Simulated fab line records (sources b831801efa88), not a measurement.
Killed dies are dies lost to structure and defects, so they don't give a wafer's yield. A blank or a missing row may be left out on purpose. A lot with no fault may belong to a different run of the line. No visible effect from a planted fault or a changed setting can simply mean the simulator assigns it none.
The tool behind it: which one? | flow sky130 | 12 lots with 36 wafers sampled at 2 steps, on a route of 708 steps

## WHAT EACH GAUGE READ, for each wafer
SKY_METAL1_CD_MEAS_15: target cd 140 nm. Usual: 140.0 nm for cd_nm, sd 1.3.
lot  | measured     | on        | cd_nm (nm)        | flag
L261 | day 32 12:23 | cd_sem-01 | 140.9 140.6 141.2 |
L262 | day 32 20:08 | cd_sem-01 | 139.7 140.2 139.4 |
L263 | day 32 22:43 | cd_sem-01 | 139.7 139.5 139.5 |
L265 | day 33 17:15 | cd_sem-02 | 138.1 137.2 138.5 |
L266 | day 34 07:49 | cd_sem-02 | 140.7 141.3 139.9 |
L269 | day 35 01:17 | cd_sem-02 | 138.5 138.4 139.0 |
L271 | day 36 00:30 | cd_sem-01 | 138.8 141.2 139.3 |
L272 | day 36 02:02 | cd_sem-01 | 138.2 139.5 138.1 |
L276 | day 37 09:56 | cd_sem-02 | 139.2 141.1 138.9 |
L277 | day 37 16:23 | cd_sem-01 | 139.0 138.5 139.2 |
L278 | day 38 00:10 | cd_sem-02 | 141.3 141.6 141.5 |
L282 | day 40 08:08 | cd_sem-01 | 138.7 139.3 138.8 |

## TOOL THAT RAN EACH LOT (tool first, then ch and the chambers of the sampled wafers, then the start)
lot  | SKY_METAL1_SPUTTER_03
L261 | pvd_sputter-03, day 31 09:22
L262 | pvd_sputter-03, day 31 16:02
L263 | pvd_sputter-02, day 31 19:28
L265 | pvd_sputter-03, day 32 14:28
L266 | pvd_sputter-01, day 33 04:43
L269 | pvd_sputter-02, day 33 23:22
L271 | pvd_sputter-03, day 34 22:20
L272 | pvd_sputter-01, day 34 23:44
L276 | pvd_sputter-02, day 36 07:20
L277 | pvd_sputter-03, day 36 13:53
L278 | pvd_sputter-03, day 36 23:11
L282 | pvd_sputter-01, day 39 07:04
- SKY_METAL1_SPUTTER_03: material Ti, target thk 5 nm, time 3.3 s.

## AS READ BY THE TOOLS THEMSELVES (means over the sampled wafers that have a number; for cases with no such wafer, the mark the record gives instead)
SKY_METAL1_SPUTTER_03. Usual: cathode_dc_power_W 3000.1 W, standard deviation 0.58; throttle_valve_pct 30.3 %, standard deviation 0.78.
lot  | tool           | cathode_dc_power_W (W) | throttle_valve_pct (%) | flag
L261 | pvd_sputter-03 | 3000.4                 | 30.0                   |
L262 | pvd_sputter-03 | 2999.7                 | 29.8                   |
L263 | pvd_sputter-02 | 3000.0                 | 30.1                   |
L265 | pvd_sputter-03 | 3000.3                 | 30.2                   |
L266 | pvd_sputter-01 | 2999.7                 | 30.9                   |
L269 | pvd_sputter-02 | 2999.6                 | 30.2                   |
L271 | pvd_sputter-03 | 2999.9                 | 30.1                   |
L272 | pvd_sputter-01 | 3000.1                 | 30.5                   |
L276 | pvd_sputter-02 | 2999.8                 | 30.1                   |
L277 | pvd_sputter-03 | 2999.8                 | 29.9                   |
L278 | pvd_sputter-03 | 3000.4                 | 29.9                   |
L282 | pvd_sputter-01 | 3000.2                 | 29.8                   |

## THE ANSWER, worked out from the rows above alone
Rule: a lot is off if the mean of its wafers that have a number lies more than 3 standard deviations from the usual mean. Also off: a lot with no number at a reading for which 4 or more lots have one. All remaining lots with rows at the step are treated as sound. After the gauges, taken in route order, come the tools' own readings; for these a lot's mean is taken, as printed above. At the first step where some lot is off, the reading lying furthest off is the one used; lots without a number count as furthest.
Nothing can be told from this: no lot is off at any reading shown.

## WHAT THE SIMULATOR HAD INSERTED
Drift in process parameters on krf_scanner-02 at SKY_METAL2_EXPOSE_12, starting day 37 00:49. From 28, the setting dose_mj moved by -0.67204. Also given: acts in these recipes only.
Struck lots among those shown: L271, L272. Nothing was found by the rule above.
